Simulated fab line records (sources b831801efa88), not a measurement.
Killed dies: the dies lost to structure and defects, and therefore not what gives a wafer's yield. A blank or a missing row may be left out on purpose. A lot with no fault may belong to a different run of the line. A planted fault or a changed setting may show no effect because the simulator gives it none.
Which of the tools did it? | flow gf180mcu | 24 lots, 72 wafers sampled, at 6 steps of a route of 602

WHAT THE GAUGES READ, wafer by wafer
Not one reading of a measure or inspect step in the record can be checked against a usual standard deviation.

EACH LOT AND THE TOOL THAT RAN IT (in order: tool; ch and the chambers of the sampled wafers; start)
lot  | GF_HV_LDD_STRIP_37                  | GF_V1_ETCH_16                     | GF_V1_SPUTTER_22            | GF_M5_ETCH_09                     | GF_V5_STRIP_18                      | GF_V5_CMP_26
L074 | plasmaAsher-02 ch 0,1, day 11 11:18 | rieDiel-03 ch 0,2,3, day 17 23:06 | pvdSputter-01, day 17 23:52 | rieDiel-01 ch 2, day 26 04:38     | plasmaAsher-02 ch 0,1, day 27 02:21 | cmp-02 ch 0,3, day 27 03:19
L075 | plasmaAsher-03 ch 0,1, day 11 20:32 | rieDiel-01 ch 0,3, day 18 11:23   | pvdSputter-04, day 18 12:08 | rieDiel-03 ch 0,2,3, day 26 15:18 | plasmaAsher-02 ch 0,1, day 27 13:26 | cmp-02 ch 0,1,3, day 27 14:22
L076 | plasmaAsher-02 ch 0,1, day 12 00:51 | rieDiel-03 ch 1,2,3, day 18 17:11 | pvdSputter-01, day 18 17:54 | rieDiel-03 ch 0,2,3, day 26 18:52 | plasmaAsher-01 ch 0,1, day 27 16:48 | cmp-01 ch 0,1,3, day 27 17:43
L077 | plasmaAsher-03 ch 0,1, day 12 13:20 | rieDiel-04 ch 0,1, day 19 07:25   | pvdSputter-03, day 19 08:09 | rieDiel-04 ch 0,1, day 27 07:27   | plasmaAsher-02 ch 0,1, day 28 05:31 | cmp-01 ch 0,1,2, day 28 06:52
L078 | plasmaAsher-03 ch 0, day 12 21:57   | rieDiel-04 ch 0,1,3, day 19 16:57 | pvdSputter-03, day 19 17:40 | rieDiel-01 ch 1,3, day 27 14:02   | plasmaAsher-02 ch 0,1, day 28 11:57 | cmp-02 ch 0,1, day 28 12:59
L079 | plasmaAsher-03 ch 0,1, day 13 04:07 | rieDiel-01 ch 0,1,2, day 20 00:47 | pvdSputter-01, day 20 01:31 | rieDiel-04 ch 1,2, day 27 21:36   | plasmaAsher-01 ch 1, day 28 18:05   | cmp-02 ch 0,1,2, day 28 19:07
L080 | plasmaAsher-03 ch 0,1, day 13 08:56 | rieDiel-03 ch 0,1,2, day 20 05:36 | pvdSputter-01, day 20 06:19 | rieDiel-01 ch 0,1,3, day 28 02:24 | plasmaAsher-04 ch 0,1, day 28 23:02 | cmp-02 ch 0,1,2, day 29 00:04
L081 | plasmaAsher-02 ch 0, day 13 16:21   | rieDiel-01 ch 0,1,3, day 20 16:29 | pvdSputter-01, day 20 17:15 | rieDiel-04 ch 0,1, day 28 10:51   | plasmaAsher-01 ch 0,1, day 29 07:26 | cmp-01 ch 1,2,3, day 29 09:50
L082 | plasmaAsher-02 ch 1, day 13 22:05   | rieDiel-03 ch 0,1, day 20 21:24   | pvdSputter-01, day 20 22:29 | rieDiel-01 ch 0,1, day 28 13:48   | plasmaAsher-01 ch 0,1, day 29 10:30 | cmp-02 ch 0,1,3, day 29 11:38
L083 | plasmaAsher-03 ch 0,1, day 14 13:21 | rieDiel-01 ch 0,2, day 21 14:16   | pvdSputter-03, day 21 15:02 | rieDiel-04 ch 1,2,3, day 29 04:58 | plasmaAsher-02 ch 0, day 30 01:17   | cmp-02 ch 0,1,3, day 30 02:16
L084 | plasmaAsher-02 ch 0,1, day 14 18:08 | rieDiel-01 ch 1,2,3, day 21 21:53 | pvdSputter-03, day 21 22:37 | rieDiel-03 ch 0,2,3, day 29 09:29 | plasmaAsher-02 ch 0,1, day 30 06:08 | cmp-01 ch 1,2,3, day 30 07:08
L085 | plasmaAsher-01 ch 0,1, day 15 02:03 | rieDiel-04 ch 2,3, day 22 04:50   | pvdSputter-03, day 22 05:34 | rieDiel-01 ch 2,3, day 29 15:31   | plasmaAsher-01 ch 0,1, day 30 11:32 | cmp-01 ch 2,3, day 30 12:34
L086 | plasmaAsher-02 ch 1, day 15 11:50   | rieDiel-04 ch 2,3, day 22 16:21   | pvdSputter-03, day 22 17:05 | rieDiel-01 ch 0,1,2, day 30 01:36 | plasmaAsher-04 ch 0,1, day 30 21:29 | cmp-02 ch 0,2,3, day 30 22:33
L087 | plasmaAsher-02 ch 0,1, day 16 03:36 | rieDiel-04 ch 1,2, day 23 07:48   | pvdSputter-03, day 23 08:31 | rieDiel-03 ch 0,1, day 30 14:14   | plasmaAsher-02 ch 0,1, day 31 09:44 | cmp-02 ch 0,1, day 31 10:41
L088 | plasmaAsher-02 ch 1, day 16 05:09   | rieDiel-04 ch 1,2,3, day 23 10:20 | pvdSputter-01, day 23 11:09 | rieDiel-01 ch 1,2, day 30 15:11   | plasmaAsher-04 ch 0,1, day 31 10:44 | cmp-01 ch 0,1,3, day 31 11:40
L089 | plasmaAsher-02 ch 0,1, day 16 09:42 | rieDiel-03 ch 0,2,3, day 23 14:27 | pvdSputter-03, day 23 15:10 | rieDiel-04 ch 0,1,2, day 30 20:38 | plasmaAsher-01 ch 0,1, day 31 15:05 | cmp-01 ch 0,2,3, day 31 16:03
L090 | plasmaAsher-01 ch 0,1, day 17 02:00 | rieDiel-01 ch 0,1,2, day 24 06:08 | pvdSputter-04, day 24 07:01 | rieDiel-04 ch 0,2,3, day 31 07:30 | plasmaAsher-02 ch 0,1, day 32 02:12 | cmp-01 ch 1,2,3, day 32 03:22
L091 | plasmaAsher-03 ch 0,1, day 17 08:00 | rieDiel-04 ch 1,2, day 24 11:07   | pvdSputter-03, day 24 11:58 | rieDiel-04 ch 0,1,2, day 31 11:28 | plasmaAsher-04 ch 0,1, day 32 05:47 | cmp-01 ch 0,2,3, day 32 06:49
L092 | plasmaAsher-03 ch 0, day 17 14:33   | rieDiel-04 ch 0,3, day 24 17:05   | pvdSputter-04, day 24 17:51 | rieDiel-04 ch 0,1,2, day 31 17:45 | plasmaAsher-04 ch 0,1, day 32 11:48 | cmp-01 ch 0,2, day 32 13:25
L093 | plasmaAsher-02 ch 0,1, day 17 21:17 | rieDiel-04 ch 2,3, day 25 00:32   | pvdSputter-03, day 25 01:16 | rieDiel-04 ch 0,2, day 31 22:57   | plasmaAsher-04 ch 0,1, day 32 17:59 | cmp-02 ch 0,3, day 32 18:59
L094 | plasmaAsher-02 ch 0,1, day 18 03:17 | rieDiel-03 ch 0,1,2, day 25 06:21 | pvdSputter-01, day 25 07:08 | rieDiel-03 ch 0,2,3, day 32 03:49 | plasmaAsher-02 ch 0, day 32 21:50   | cmp-01 ch 1,2, day 32 22:47
L095 | plasmaAsher-03 ch 0,1, day 18 13:39 | rieDiel-01 ch 0,1,3, day 25 15:54 | pvdSputter-01, day 25 16:40 | rieDiel-04 ch 0,3, day 32 09:21   | plasmaAsher-01 ch 1, day 33 03:29   | cmp-01 ch 0,1,2, day 33 04:25
L096 | plasmaAsher-02 ch 0,1, day 18 18:39 | rieDiel-04 ch 1,2,3, day 25 20:07 | pvdSputter-04, day 25 20:53 | rieDiel-03 ch 0,1, day 32 13:47   | plasmaAsher-01 ch 0,1, day 33 07:20 | cmp-02 ch 0,1,3, day 33 08:22
L097 | plasmaAsher-01 ch 0,1, day 19 02:23 | rieDiel-03 ch 0,2,3, day 26 04:17 | pvdSputter-03, day 26 05:03 | rieDiel-04 ch 0,1, day 32 20:24   | plasmaAsher-01 ch 0,1, day 33 14:04 | cmp-01 ch 0,3, day 33 15:02
- GF_HV_LDD_STRIP_37: strips in O2/N2.
- GF_V1_ETCH_16: etches BARC in N2/H2.
- GF_V1_SPUTTER_22: material TiN, target thk 10 nm, time 40 s.
- GF_M5_ETCH_09: etches Si3N4 in CF4/O2, target depth 52 nm, time 11.6 s.
- GF_V5_STRIP_18: strips in O2/N2.
- GF_V5_CMP_26: polishes, stops on SiO2, t overpolish 15 s, target thk 0 nm.

AS READ BY THE TOOLS THEMSELVES (means over the sampled wafers that have a number; for cases with no such wafer, the mark the record gives instead)
GF_HV_LDD_STRIP_37.
lot  | tool           | drypumpMotorCurrentA (A) | heaterPowerW (W) | oesProductAu (a.u.) | stripTimeToEndpointS (s)
L074 | plasmaAsher-02 | 5.4                      | 331              | 0.711               | 12.68
L075 | plasmaAsher-03 | 5.7                      | 344              | 0.708               | 12.65
L076 | plasmaAsher-02 | 5.7                      | 336              | 0.716               | 12.67
L077 | plasmaAsher-03 | 5.7                      | 349              | 0.717               | 12.60
L078 | plasmaAsher-03 | 6.1                      | 373              | 0.715               | 12.65
L079 | plasmaAsher-03 | 5.7                      | 339              | 0.715               | 12.68
L080 | plasmaAsher-03 | 5.2                      | 318              | 0.720               | 12.68
L081 | plasmaAsher-02 | 6.0                      | 342              | 0.716               | 12.61
L082 | plasmaAsher-02 | 5.2                      | 320              | 0.713               | 12.64
L083 | plasmaAsher-03 | 5.7                      | 343              | 0.716               | 12.65
L084 | plasmaAsher-02 | 5.5                      | 323              | 0.714               | 12.67
L085 | plasmaAsher-01 | 5.7                      | 342              | 0.719               | 12.66
L086 | plasmaAsher-02 | 5.2                      | 323              | 0.717               | 12.68
L087 | plasmaAsher-02 | 5.4                      | 323              | 0.715               | 12.67
L088 | plasmaAsher-02 | 5.2                      | 323              | 0.714               | 12.61
L089 | plasmaAsher-02 | 5.7                      | 332              | 0.716               | 12.68
L090 | plasmaAsher-01 | 5.7                      | 346              | 0.718               | 12.62
L091 | plasmaAsher-03 | 5.2                      | 320              | 0.718               | 12.64
L092 | plasmaAsher-03 | 6.1                      | 372              | 0.716               | 12.63
L093 | plasmaAsher-02 | 5.5                      | 329              | 0.712               | 12.66
L094 | plasmaAsher-02 | 5.7                      | 334              | 0.716               | 12.65
L095 | plasmaAsher-03 | 5.7                      | 346              | 0.713               | 12.63
L096 | plasmaAsher-02 | 5.4                      | 331              | 0.715               | 12.67
L097 | plasmaAsher-01 | 5.7                      | 341              | 0.722               | 12.65

GF_V1_ETCH_16.
lot  | tool       | drypumpMotorCurrentA (A) | oesProductAu (a.u.) | throttleValvePct (%)
L074 | rieDiel-03 | 6.0                      | 0.847               | 13.221
L075 | rieDiel-01 | 5.7                      | 0.857               | 13.232
L076 | rieDiel-03 | 6.0                      | 0.853               | 13.228
L077 | rieDiel-04 | 6.2                      | 0.858               | 13.223
L078 | rieDiel-04 | 6.1                      | 0.856               | 13.225
L079 | rieDiel-01 | 6.2                      | 0.857               | 13.228
L080 | rieDiel-03 | 5.8                      | 0.852               | 13.220
L081 | rieDiel-01 | 6.1                      | 0.853               | 13.224
L082 | rieDiel-03 | 5.7                      | 0.847               | 13.230
L083 | rieDiel-01 | 5.9                      | 0.856               | 13.225
L084 | rieDiel-01 | 6.2                      | 0.857               | 13.229
L085 | rieDiel-04 | 5.3                      | 0.853               | 13.224
L086 | rieDiel-04 | 5.5                      | 0.854               | 13.220
L087 | rieDiel-04 | 6.0                      | 0.853               | 13.223
L088 | rieDiel-04 | 5.8                      | 0.855               | 13.227
L089 | rieDiel-03 | 6.0                      | 0.848               | 13.215
L090 | rieDiel-01 | 6.2                      | 0.856               | 13.219
L091 | rieDiel-04 | 5.6                      | 0.850               | 13.224
L092 | rieDiel-04 | 5.9                      | 0.857               | 13.224
L093 | rieDiel-04 | 5.5                      | 0.853               | 13.224
L094 | rieDiel-03 | 5.8                      | 0.854               | 13.221
L095 | rieDiel-01 | 6.1                      | 0.856               | 13.217
L096 | rieDiel-04 | 5.8                      | 0.853               | 13.215
L097 | rieDiel-03 | 6.0                      | 0.853               | 13.233

GF_V1_SPUTTER_22.
lot  | tool          | throttleValvePct (%)
L074 | pvdSputter-01 | 30.2
L075 | pvdSputter-04 | 30.9
L076 | pvdSputter-01 | 30.0
L077 | pvdSputter-03 | 30.2
L078 | pvdSputter-03 | 30.0
L079 | pvdSputter-01 | 30.2
L080 | pvdSputter-01 | 30.1
L081 | pvdSputter-01 | 30.3
L082 | pvdSputter-01 | 30.5
L083 | pvdSputter-03 | 30.5
L084 | pvdSputter-03 | 30.8
L085 | pvdSputter-03 | 29.9
L086 | pvdSputter-03 | 31.2
L087 | pvdSputter-03 | 29.9
L088 | pvdSputter-01 | 30.2
L089 | pvdSputter-03 | 29.5
L090 | pvdSputter-04 | 30.3
L091 | pvdSputter-03 | 31.1
L092 | pvdSputter-04 | 30.4
L093 | pvdSputter-03 | 30.2
L094 | pvdSputter-01 | 30.2
L095 | pvdSputter-01 | 30.1
L096 | pvdSputter-04 | 30.0
L097 | pvdSputter-03 | 29.1

GF_M5_ETCH_09.
lot  | tool       | drypumpMotorCurrentA (A) | oesProductAu (a.u.) | throttleValvePct (%)
L074 | rieDiel-01 | 6.2                      | 1.000               | 5.965
L075 | rieDiel-03 | 6.0                      | 0.986               | 5.965
L076 | rieDiel-03 | 6.0                      | 0.990               | 5.974
L077 | rieDiel-04 | 6.2                      | 1.007               | 5.975
L078 | rieDiel-01 | 6.4                      | 0.998               | 5.970
L079 | rieDiel-04 | 5.6                      | 0.993               | 5.977
L080 | rieDiel-01 | 6.1                      | 0.997               | 5.963
L081 | rieDiel-04 | 6.4                      | 1.008               | 5.965
L082 | rieDiel-01 | 6.4                      | 0.994               | 5.976
L083 | rieDiel-04 | 5.8                      | 0.999               | 5.967
L084 | rieDiel-03 | 6.0                      | 0.980               | 5.971
L085 | rieDiel-01 | 6.0                      | 1.003               | 5.967
L086 | rieDiel-01 | 6.2                      | 0.992               | 5.958
L087 | rieDiel-03 | 5.6                      | 0.994               | 5.970
L088 | rieDiel-01 | 6.5                      | 0.993               | 5.976
L089 | rieDiel-04 | 5.9                      | 1.009               | 5.978
L090 | rieDiel-04 | 5.6                      | 1.004               | 5.966
L091 | rieDiel-04 | 5.9                      | 0.997               | 5.969
L092 | rieDiel-04 | 5.9                      | 1.001               | 5.965
L093 | rieDiel-04 | 5.4                      | 0.992               | 5.968
L094 | rieDiel-03 | 6.0                      | 0.994               | 5.968
L095 | rieDiel-04 | 5.9                      | 1.013               | 5.970
L096 | rieDiel-03 | 5.7                      | 1.004               | 5.970
L097 | rieDiel-04 | 6.4                      | 1.015               | 5.971

GF_V5_STRIP_18.
lot  | tool           | drypumpMotorCurrentA (A) | heaterPowerW (W) | oesProductAu (a.u.)
L074 | plasmaAsher-02 | 5.5                      | 332              | 0.568
L075 | plasmaAsher-02 | 5.7                      | 335              | 0.573
L076 | plasmaAsher-01 | 6.2                      | 366              | 0.572
L077 | plasmaAsher-02 | 5.7                      | 336              | 0.571
L078 | plasmaAsher-02 | 5.4                      | 327              | 0.571
L079 | plasmaAsher-01 | 6.6                      | 380              | 0.567
L080 | plasmaAsher-04 | 6.1                      | 345              | 0.573
L081 | plasmaAsher-01 | 6.1                      | 363              | 0.563
L082 | plasmaAsher-01 | 6.2                      | 358              | 0.570
L083 | plasmaAsher-02 | 5.9                      | 341              | 0.572
L084 | plasmaAsher-02 | 5.5                      | 332              | 0.572
L085 | plasmaAsher-01 | 5.7                      | 346              | 0.569
L086 | plasmaAsher-04 | 6.0                      | 335              | 0.569
L087 | plasmaAsher-02 | 5.6                      | 337              | 0.570
L088 | plasmaAsher-04 | 6.0                      | 346              | 0.568
L089 | plasmaAsher-01 | 6.2                      | 365              | 0.574
L090 | plasmaAsher-02 | 5.5                      | 315              | 0.574
L091 | plasmaAsher-04 | 6.0                      | 329              | 0.564
L092 | plasmaAsher-04 | 6.0                      | 328              | 0.571
L093 | plasmaAsher-04 | 6.1                      | 340              | 0.568
L094 | plasmaAsher-02 | 6.0                      | 337              | 0.570
L095 | plasmaAsher-01 | 6.6                      | 378              | 0.569
L096 | plasmaAsher-01 | 5.7                      | 345              | 0.563
L097 | plasmaAsher-01 | 5.8                      | 345              | 0.574

GF_V5_CMP_26.
lot  | tool   | edgeZonePressureFrac | motorCurrentA (A) | overpolishRunS (s) | slurryFlowMlMin | timeToEndpointS (s)
L074 | cmp-02 | 1.007                | 10.3              | 14.995             | 150.0           | 81
L075 | cmp-02 | 1.001                | 11.0              | 14.989             | 149.7           | 81
L076 | cmp-01 | 1.002                | 10.5              | 15.005             | 150.2           | 88
L077 | cmp-01 | 0.995                | 10.7              | 15.000             | 150.0           | 88
L078 | cmp-02 | 1.004                | 10.9              | 15.002             | 149.6           | 87
L079 | cmp-02 | 1.005                | 11.1              | 15.002             | 150.3           | 85
L080 | cmp-02 | 1.002                | 11.3              | 15.001             | 150.5           | 89
L081 | cmp-01 | 0.999                | 10.3              | 15.005             | 150.1           | 88
L082 | cmp-02 | 1.000                | 10.7              | 14.997             | 150.2           | 85
L083 | cmp-02 | 1.001                | 11.0              | 14.992             | 150.3           | 81
L084 | cmp-01 | 1.001                | 10.5              | 15.003             | 150.1           | 88
L085 | cmp-01 | 1.004                | 10.3              | 14.998             | 149.7           | 83
L086 | cmp-02 | 1.002                | 10.6              | 14.990             | 150.1           | 82
L087 | cmp-02 | 0.994                | 11.8              | 14.995             | 150.4           | 80
L088 | cmp-01 | 1.003                | 10.5              | 14.998             | 150.0           | 81
L089 | cmp-01 | 1.003                | 10.8              | 14.995             | 150.1           | 81
L090 | cmp-01 | 1.002                | 10.6              | 15.001             | 150.3           | 82
L091 | cmp-01 | 0.996                | 10.7              | 15.002             | 149.5           | 83
L092 | cmp-01 | 0.999                | 10.4              | 15.000             | 150.1           | 87
L093 | cmp-02 | 0.999                | 10.7              | 15.001             | 149.9           | 79
L094 | cmp-01 | 1.001                | 10.0              | 15.000             | 149.8           | 88
L095 | cmp-01 | 0.999                | 10.4              | 15.001             | 149.9           | 83
L096 | cmp-02 | 1.001                | 10.8              | 15.011             | 150.2           | 83
L097 | cmp-01 | 1.003                | 11.4              | 15.003             | 150.1           | 91

THE ANSWER, worked out from the rows above alone
Rule: the usual values come from the lots themselves. The widest of any qualifying gaps counts: lots, ordered by their means at a reading, are off when they make up no more than a third of the lots, leave a main group of 4 or more, and stand apart from it by 3 or more times the standard deviation of that group's means. The tables above print the reading to a certain number of digits; a main group whose means all agree to those digits is not used. Also off: a lot with no number at a reading for which 4 or more lots have one. Where the step has rows for the other lots, those lots are counted as sound. After the gauges, taken in route order, come the tools' own readings; for these a lot's mean is taken, as printed above. The first step at which some lot is off is used, and at that step the reading that is off furthest; a lot without a number counts as furthest.
Across all readings shown, no lot is off: no conclusion can be drawn from this.

WHAT WAS PUT IN BY THE SIMULATOR
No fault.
